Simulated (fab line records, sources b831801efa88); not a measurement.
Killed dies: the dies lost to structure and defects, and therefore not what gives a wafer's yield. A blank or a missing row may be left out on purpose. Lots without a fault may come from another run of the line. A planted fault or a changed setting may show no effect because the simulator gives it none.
fab line records | flow sky130
record: lots: 5 | wafers: 15 | last_day: 50
route steps=708 shown PWDE@48 NWELL@56
lots with no fault: from the same line, run without faults
start_h: the number of hours between the record's first day and the start of the first shown wafer of the lot | wait_h: time in hours since the lot's previous step | " identical to the entry in the row above | L1.1+2: a single row standing in for several wafers | - no value present, or no start provided | * or withheld: withheld | < > ~ a bound
route shown NAME@n: a module of which the file shows steps, and the number in the route of the first | usual: the fault-free wafers' mean and standard deviation | same: alike in all rows | chamber/n: place in a boat | sites: per-site readings | _std_site: standard deviation of those values | _edge_site: inner sites' mean taken away from outer sites' mean | radius_mm: how far each site lies from the wafer's centre | mask NAME#n: copy n | behind: tool/chamber where the wafer was last shaped | hold: reason for holding the lot/hours on hold/outcome of the hold | device: transistor that didn't switch, given as n, p or np | end of line: the route-end tests of the same wafers | where a step has no rows: the recipe by itself | killed: at the first sort, the dies lost to defects and structure; wafer yield is something else | map: a wafer's dies, x killed, . not, _ none there
set.NAME: setting as actually run; set.NAME@STEP: the setting as run at that earlier step | model.NAME: the simulator's own value behind a step, which no gauge read
lots seen at some steps along the route; tables by step, rows by wafer
services: when a tool's chamber went out of use (start_h, in hours from the record's first day, below 0 if earlier), for how many hours, and the reason
== steps ==
step: SKY_PWDE_SOFTBAKE_03
recipe: temp_c: 110 | time_s: withheld
step: SKY_PWDE_EXPOSE_04
recipe: mask_id: PWDEM | na: 0.6 | source_shape: conventional | sigma_outer: 0.6 | polarization: unpolarized | target_cd_nm: 840 | dose_mj: 214
step: SKY_PWDE_PEB_05
recipe: temp_c: 115 | time_s: withheld
step: SKY_PWDE_DEVELOP_06
recipe: wall_angle_deg: 90 | developer: TMAH | develop_time_s: 60 | dev_temp_c: 23
step: SKY_PWDE_OVL_MEAS_07
usual: PWDE_OVL: -0.4/1.5
lot.wafer | tool       | chamber | start_h | wait_h | PWDE_OVL[nm]
L705.1    | overlay-01 | -       | 86.30   | -      | 1.1
L705.4    | "          | -       | "       | "      | 0.0
L705.6    | "          | -       | "       | "      | 0.3
L708.1    | overlay-01 | -       | 105.18  | -      | -1.1
L708.2    | "          | -       | "       | "      | -2.3
L708.3    | "          | -       | "       | "      | -1.7
L715.1    | overlay-01 | -       | 145.88  | -      | 0.9
L715.3    | "          | -       | "       | "      | 1.2
L715.5    | "          | -       | "       | "      | 0.4
L718.1    | overlay-02 | -       | 157.58  | -      | -1.7
L718.2    | "          | -       | "       | "      | -1.6
L718.6    | "          | -       | "       | "      | -0.8
L723.2    | overlay-02 | -       | 189.84  | -      | -3.3
L723.3    | "          | -       | "       | "      | -2.9
L723.4    | "          | -       | "       | "      | -2.7
step: SKY_PWDE_IMPLANT_08
recipe: species: B | energy_kev: 150 | dose_cm2: 3.6e+12 | tilt_deg: withheld
step: SKY_PWDE_STRIP_09
recipe: chemistry: O2/N2 | power_w: 1400 | pressure_mtorr: 1500 | platen_temp_c: withheld | o2_flow_sccm: 3000 | n2_flow_sccm: 300 | overash_fraction: 0.5
usual: chamber_pressure_mTorr: 1500.3/2 | drypump_motor_current_A: 5.7/0.73 | oes_product_au: 0.722/0.0047 | strip_time_to_endpoint_s: 36.95/0.12
lot.wafer | tool            | chamber | start_h | wait_h | chamber_pressure_mTorr | drypump_motor_current_A | oes_product_au | rf_hours_counter_h | strip_time_to_endpoint_s
L705.1    | plasma_asher-04 | 0       | 86.49   | 0.1    | 1500.3                 | 5.1                     | 0.735          | 42                 | 37.05
L705.4    | "               | 1       | "       | "      | 1502.9                 | 6.7                     | 0.720          | -                  | 37.09
L705.6    | "               | 0       | "       | "      | 1500.1                 | 5.1                     | 0.725          | -                  | 36.99
L708.1    | plasma_asher-04 | 0       | 105.37  | 0.1    | 1501.0                 | 5.1                     | 0.719          | 44                 | 37.09
L708.2    | "               | 1       | "       | "      | 1502.2                 | 6.7                     | 0.726          | 44                 | 36.91
L708.3    | "               | 0       | "       | "      | 1499.2                 | 5.1                     | 0.715          | -                  | 37.03
L715.1    | plasma_asher-04 | 0       | 146.07  | 0.1    | 1501.9                 | 5.2                     | 0.726          | 49                 | 36.89
L715.3    | "               | 0       | "       | "      | 1501.1                 | 5.2                     | 0.720          | -                  | 36.87
L715.5    | "               | 1       | "       | "      | 1500.7                 | 6.7                     | 0.727          | -                  | 36.81
L718.1    | plasma_asher-01 | 1       | 157.77  | 0.1    | 1501.0                 | 5.2                     | 0.727          | 48                 | 36.99
L718.2    | "               | 0       | "       | "      | 1503.2                 | 4.8                     | 0.725          | 48                 | 37.11
L718.6    | "               | 0       | "       | "      | 1499.8                 | 4.9                     | 0.718          | -                  | 37.08
L723.2    | plasma_asher-04 | 1       | 190.02  | 0.1    | 1499.7                 | 6.7                     | 0.719          | 53                 | 37.08
L723.3    | "               | 1       | "       | "      | 1501.4                 | 6.7                     | 0.717          | -                  | 36.94
L723.4    | "               | 0       | "       | "      | 1501.6                 | 5.1                     | 0.722          | -                  | 37.05
step: SKY_PWDE_TW_MEAS_10
usual: PWDE_TW: 375/3.4
lot.wafer | tool          | chamber | start_h | wait_h | PWDE_TW
L705.1    | film_metro-04 | -       | 86.59   | 0.1    | 376
L705.4    | "             | -       | "       | "      | 377
L705.6    | "             | -       | "       | "      | 377
L708.1    | film_metro-01 | -       | 105.47  | 0.1    | 376
L708.2    | "             | -       | "       | "      | 378
L708.3    | "             | -       | "       | "      | 376
L715.1    | film_metro-03 | -       | 146.17  | 0.1    | 368
L715.3    | "             | -       | "       | "      | 370
L715.5    | "             | -       | "       | "      | 370
L718.1    | film_metro-04 | -       | 157.87  | 0.1    | 380
L718.2    | "             | -       | "       | "      | 379
L718.6    | "             | -       | "       | "      | 379
L723.2    | film_metro-03 | -       | 190.13  | 0.1    | 370
L723.3    | "             | -       | "       | "      | 369
L723.4    | "             | -       | "       | "      | 369
step: SKY_NWELL_DEHYDRATE_03
recipe: temp_c: 200 | time_s: 60
step: SKY_NWELL_HMDS_04
recipe: prime_time_s: 60 | prime_temp_c: 120
step: SKY_NWELL_COAT_05
recipe: spin_rpm: 2000 | resist_thk_nm: 3000
step: SKY_NWELL_SOFTBAKE_06
recipe: temp_c: 110 | time_s: withheld
step: SKY_NWELL_EXPOSE_07
recipe: mask_id: NWM | na: 0.6 | source_shape: conventional | sigma_outer: 0.6 | polarization: unpolarized | target_cd_nm: 840 | dose_mj: 255
usual: focus_offset_nm: 0.0/0.56
lot.wafer | tool             | chamber | start_h | wait_h | mask    | focus_offset_nm
L705.1    | iline_stepper-01 | 0       | 95.25   | -      | NWM#0   | 0.0
L705.4    | "                | 0       | "       | "      | NWM#0   | -0.7
L705.6    | "                | 0       | "       | "      | NWM#0   | -0.8
L708.1    | iline_stepper-02 | 0       | 114.35  | -      | NWM#0   | 0.4
L708.2    | "                | 0       | "       | "      | NWM#0   | 1.3
L708.3    | "                | 0       | "       | "      | NWM#0   | 0.8
L715.1    | iline_stepper-02 | 0       | 156.30  | -      | HVTPM#0 | -0.1
L715.3    | "                | 0       | "       | "      | HVTPM#0 | 0.7
L715.5    | "                | 0       | "       | "      | HVTPM#0 | -0.1
L718.1    | iline_stepper-02 | 0       | 168.33  | -      | NWM#0   | 0.5
L718.2    | "                | 0       | "       | "      | NWM#0   | 0.0
L718.6    | "                | 0       | "       | "      | NWM#0   | -0.1
L723.2    | iline_stepper-01 | 0       | 202.11  | -      | NWM#0   | -0.5
L723.3    | "                | 0       | "       | "      | NWM#0   | -1.1
L723.4    | "                | 0       | "       | "      | NWM#0   | -0.3
step: SKY_NWELL_PEB_08
recipe: temp_c: 115 | time_s: withheld
step: SKY_NWELL_DEVELOP_09
recipe: wall_angle_deg: 90 | developer: TMAH | develop_time_s: 60 | dev_temp_c: 23
step: SKY_NWELL_OVL_MEAS_10
usual: NWELL_00_OVL: -0.3/1.4
lot.wafer | tool       | chamber | start_h | wait_h | NWELL_00_OVL[nm]
L705.1    | overlay-02 | -       | 103.28  | -      | -2.2
L705.4    | "          | -       | "       | "      | -3.8
L705.6    | "          | -       | "       | "      | -2.6
L708.1    | overlay-02 | -       | 122.76  | -      | -0.6
L708.2    | "          | -       | "       | "      | -2.2
L708.3    | "          | -       | "       | "      | -2.1
L715.1    | overlay-02 | -       | 165.81  | -      | -
L715.3    | "          | -       | "       | "      | -
L715.5    | "          | -       | "       | "      | -
L718.1    | overlay-01 | -       | 179.05  | -      | -0.8
L718.2    | "          | -       | "       | "      | -0.1
L718.6    | "          | -       | "       | "      | -0.9
L723.2    | overlay-01 | -       | 212.61  | -      | -3.9
L723.3    | "          | -       | "       | "      | -1.1
L723.4    | "          | -       | "       | "      | 0.0
step: SKY_NWELL_IMPLANT_11
recipe: species: P | energy_kev: 400 | dose_cm2: 1.9e+13 | tilt_deg: withheld
step: SKY_NWELL_IMPLANT_12
recipe: species: P | energy_kev: 120 | dose_cm2: 1.3e+12 | tilt_deg: withheld
step: SKY_NWELL_IMPLANT_13
recipe: species: P | energy_kev: 50 | dose_cm2: 7e+11 | tilt_deg: withheld
step: SKY_NWELL_STRIP_14
recipe: chemistry: O2/N2 | power_w: 1400 | pressure_mtorr: 1500 | platen_temp_c: withheld | o2_flow_sccm: 3000 | n2_flow_sccm: 300 | overash_fraction: 0.5
usual: chamber_pressure_mTorr: 1500.0/1.3 | drypump_motor_current_A: 5.5/0.57 | oes_product_au: 0.723/0.0044 | strip_time_to_endpoint_s: 36.94/0.095
lot.wafer | tool            | chamber | start_h | wait_h | chamber_pressure_mTorr | drypump_motor_current_A | oes_product_au | rf_hours_counter_h | strip_time_to_endpoint_s
L705.1    | plasma_asher-01 | 1       | 103.77  | 0.1    | 1501.9                 | 5.2                     | 0.723          | 42                 | 37.02
L705.4    | "               | 1       | "       | "      | 1502.0                 | 5.2                     | 0.724          | -                  | 37.08
L705.6    | "               | 1       | "       | "      | 1501.3                 | 5.2                     | 0.713          | -                  | 37.10
L708.1    | plasma_asher-01 | 1       | 123.25  | 0.1    | 1501.6                 | 5.2                     | 0.722          | 44                 | 36.97
L708.2    | "               | 0       | "       | "      | 1501.2                 | 4.8                     | 0.720          | 44                 | 36.94
L708.3    | "               | 1       | "       | "      | 1500.7                 | 5.2                     | 0.722          | -                  | 36.85
L715.1    | plasma_asher-01 | 1       | 166.30  | 0.1    | 1498.8                 | 5.2                     | 0.717          | 48                 | 37.03
L715.3    | "               | 1       | "       | "      | 1500.1                 | 5.2                     | 0.721          | -                  | 37.08
L715.5    | "               | 1       | "       | "      | 1500.8                 | 5.2                     | 0.730          | -                  | 36.96
L718.1    | plasma_asher-03 | 1       | 179.54  | 0.1    | 1500.2                 | 5.2                     | 0.724          | 5                  | 36.96
L718.2    | "               | 0       | "       | "      | 1498.8                 | 6.2                     | 0.720          | 5                  | 37.04
L718.6    | "               | 1       | "       | "      | 1500.7                 | 5.3                     | 0.725          | -                  | 37.03
L723.2    | plasma_asher-02 | 0       | 213.09  | 0.1    | 1498.6                 | 5.8                     | 0.723          | 37                 | 36.87
L723.3    | "               | 0       | "       | "      | 1501.3                 | 5.8                     | 0.720          | -                  | 36.94
L723.4    | "               | 1       | "       | "      | 1499.3                 | 6.5                     | 0.719          | -                  | 36.76
step: SKY_NWELL_TW_MEAS_15
usual: NWELL_TW: 1826/17
lot.wafer | tool          | chamber | start_h | wait_h | NWELL_TW
L705.1    | film_metro-01 | -       | 103.87  | 0.1    | 1839
L705.4    | "             | -       | "       | "      | 1845
L705.6    | "             | -       | "       | "      | 1838
L708.1    | film_metro-03 | -       | 123.35  | 0.1    | 1808
L708.2    | "             | -       | "       | "      | 1792
L708.3    | "             | -       | "       | "      | 1790
L715.1    | film_metro-01 | -       | 166.40  | 0.1    | 30
L715.3    | "             | -       | "       | "      | 30
L715.5    | "             | -       | "       | "      | 30
L718.1    | film_metro-03 | -       | 179.64  | 0.1    | 1796
L718.2    | "             | -       | "       | "      | 1818
L718.6    | "             | -       | "       | "      | 1809
L723.2    | film_metro-03 | -       | 213.20  | 0.1    | 1811
L723.3    | "             | -       | "       | "      | 1811
L723.4    | "             | -       | "       | "      | 1811
step: SKY_NWELL_DEHYDRATE_16
recipe: temp_c: 200 | time_s: 60
== services ==
tool             | chamber | start_h | hours | kind
plasma_asher-03  | -       | 92.47   | 28.1  | pm
plasma_asher-01  | -       | 95.61   | 7.7   | repair
iline_stepper-01 | -       | 99.54   | 1.7   | pm
plasma_asher-03  | -       | 120.57  | 9.0   | pm
plasma_asher-03  | 0       | 120.57  | 9.0   | vent_cycle
plasma_asher-03  | 1       | 120.57  | 9.0   | vent_cycle
plasma_asher-03  | 0       | 129.57  | -     | clean
plasma_asher-03  | 1       | 129.57  | -     | clean
plasma_asher-01  | -       | 148.70  | 0.9   | repair
iline_stepper-02 | -       | 160.63  | 1.7   | pm
iline_stepper-02 | -       | 172.99  | 20.2  | repair
plasma_asher-02  | -       | 180.28  | 14.6  | pm
iline_stepper-02 | -       | 201.32  | 4.4   | pm
plasma_asher-01  | -       | 203.24  | 1.8   | repair
== key ==
first_sign: step: SKY_NWELL_EXPOSE_07 | reading: mask | direction: changed
effect: step: SKY_NWELL_OVL_MEAS_10 | reading: NWELL_00_OVL | direction: missing
effect: step: SKY_NWELL_TW_MEAS_15 | reading: NWELL_TW | direction: down | sigmas: 99+ | usual: 1826 | struck: 30
met_at SKY_NWELL_EXPOSE_07
struck_wafers L715.1,L715.3,L715.5
sort_left_out L715.1,L715.3,L715.5
tester_left_out L715
onset_between 114.35 156.30
fault: kind: wrong_mask | tool: any | chamber: - | onset_h: 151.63 | steps: SKY_NWELL_EXPOSE_07 | aux_copy: HVTPM#0 | scope: struck_lots_only
tester_left_out: of these lots the tester's yield and bins aren't shown, on N5 and GAA mostly nor the transistor test; their killed dies are dies lost to structure and defects alone, not to doping, threshold or leakage, so they don't give the yield
sort_left_out: the simulated sort isn't trusted on such a fault, so these wafers' sort isn't shown, and their yield isn't known
